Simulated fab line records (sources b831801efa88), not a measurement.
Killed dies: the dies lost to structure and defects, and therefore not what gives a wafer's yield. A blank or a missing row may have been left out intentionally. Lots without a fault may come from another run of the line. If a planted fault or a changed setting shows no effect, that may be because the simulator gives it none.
Comparing a struck lot with a sound one + flow sky130 + 20 out of 708 route steps
Sound: the wafers L390.1, L390.5, L390.6. Struck: wafer L401.6 (left out: L401.3, a lot-mate that was not struck); the cause follows at the end.
Each step with rows lists, per side, the tool, then ch with its chambers, then its first start. Under that, the readings that differ: sound wafers + struck wafers + difference of the means + sigmas: that difference in standard deviations of wafers without a fault.
alike: words and numbers the same on both sides, and readings whose means are apart by under 2 such deviations; not compared: readings that were withheld, readings missing a value for some wafer, numbers with overlapping values and no deviation given by the record, and bounds like >300 which may hide the same value.
A row with sigmas, a row that says differs or no value, or rows on one side alone: a step with any of these is where the two part. Numbers that have no deviation but don't overlap get no sigmas and don't part them. Lack of a reading on every wafer of one side parts them only where that side has two or more wafers.

SKY_POLY_GATE_CD_MEAS_22:
  struck on cd-sem-01, day 21 03:26; sound on cd-sem-01, day 17 04:10
  alike: cd-nm
then, 7 steps without rows for these wafers: SKY_LDD_N_DEHYDRATE_00 (time 60 s); SKY_LDD_N_HMDS_01 (prime time 60 s); SKY_LDD_N_COAT_02 (resist thk 300 nm); SKY_LDD_N_SOFTBAKE_03 (time 60 s); SKY_LDD_N_EXPOSE_04 (exposes mask NTM, target cd 840 nm); SKY_LDD_N_PEB_05; SKY_LDD_N_DEVELOP_06 (develop time 60 s).
SKY_LDD_N_OVL_MEAS_07:
  struck on overlay-02, day 22 09:54; sound on overlay-02, day 18 09:43
| reading        | sound       | struck | difference | sigmas |
|----------------|-------------|--------|------------|--------|
| LDD_N_OVL (nm) | 1.6 3.3 0.8 | -0.6   | -2.5       | -2     |
then, 3 steps without rows for these wafers: SKY_LDD_N_IMPLANT_08; SKY_LDD_N_IMPLANT_09; SKY_LDD_N_IMPLANT_10.
SKY_LDD_N_IMPLANT_11:
  sound on implanter-01 ch 0, day 18 10:12; struck on implanter-03 ch 0, day 22 10:25
| reading            | sound           | struck | difference | sigmas |
|--------------------|-----------------|--------|------------|--------|
| beam-on-s (s)      | 9.85 9.50 10.03 | 12.39  | +2.60      | +13    |
| faraday-current-uA | 431 443 421     | 342    | -90        | -11    |
then, 4 steps without rows for these wafers: SKY_LDD_N_IMPLANT_12; SKY_LDD_N_IMPLANT_13; SKY_LDD_N_IMPLANT_14; SKY_LDD_N_IMPLANT_15.
SKY_LDD_N_STRIP_16: strips in O2/N2.
  sound on plasma-asher-03 ch 0,1, day 18 10:57; struck on plasma-asher-01 ch 0, day 22 11:10
| reading                      | sound             | struck | difference | sigmas |
|------------------------------|-------------------|--------|------------|--------|
| strip-time-to-endpoint-s (s) | 4.309 4.286 4.309 | 4.345  | +0.044     | +3     |
  alike: drypump-motor-current-A, oes-product-au
  not compared: rf-hours-counter-h
SKY_LDD_N_TW_MEAS_17:
  struck on film-metro-04, day 22 11:14; sound on film-metro-03, day 18 11:03
  alike: LDD_N_TW
-- here the record skips 27 days between the struck wafers' starts before and after, leaving off in module LDD_N and picking up in module PAD_OPEN (first step shown: number 708 of the route) --
SKY_PAD_OPEN_PROBE_99:
  struck on prober-01, day 49 12:40; sound on prober-02, day 46 21:11
| reading                     | sound             | struck | difference | sigmas |
|-----------------------------|-------------------|--------|------------|--------|
| model.etest.tip-n.rs-ohm-sq | 445.8 445.3 448.3 | 423.7  | -22.8      |        |
  alike: killed_at_M0_to_M3, killed_at_M4_up, killed-at-contacts, killed-at-front-end, killed-at-other, killed-dies, killed-on-rim, killed-open, killed-short

## WHERE THEY PART
At SKY_LDD_N_OVL_MEAS_07 first; at SKY_LDD_N_STRIP_16 last (within this record only). Later steps at which nothing parts them and some readings are alike: SKY_LDD_N_TW_MEAS_17, SKY_PAD_OPEN_PROBE_99.

WHY: what had been put in by the simulator
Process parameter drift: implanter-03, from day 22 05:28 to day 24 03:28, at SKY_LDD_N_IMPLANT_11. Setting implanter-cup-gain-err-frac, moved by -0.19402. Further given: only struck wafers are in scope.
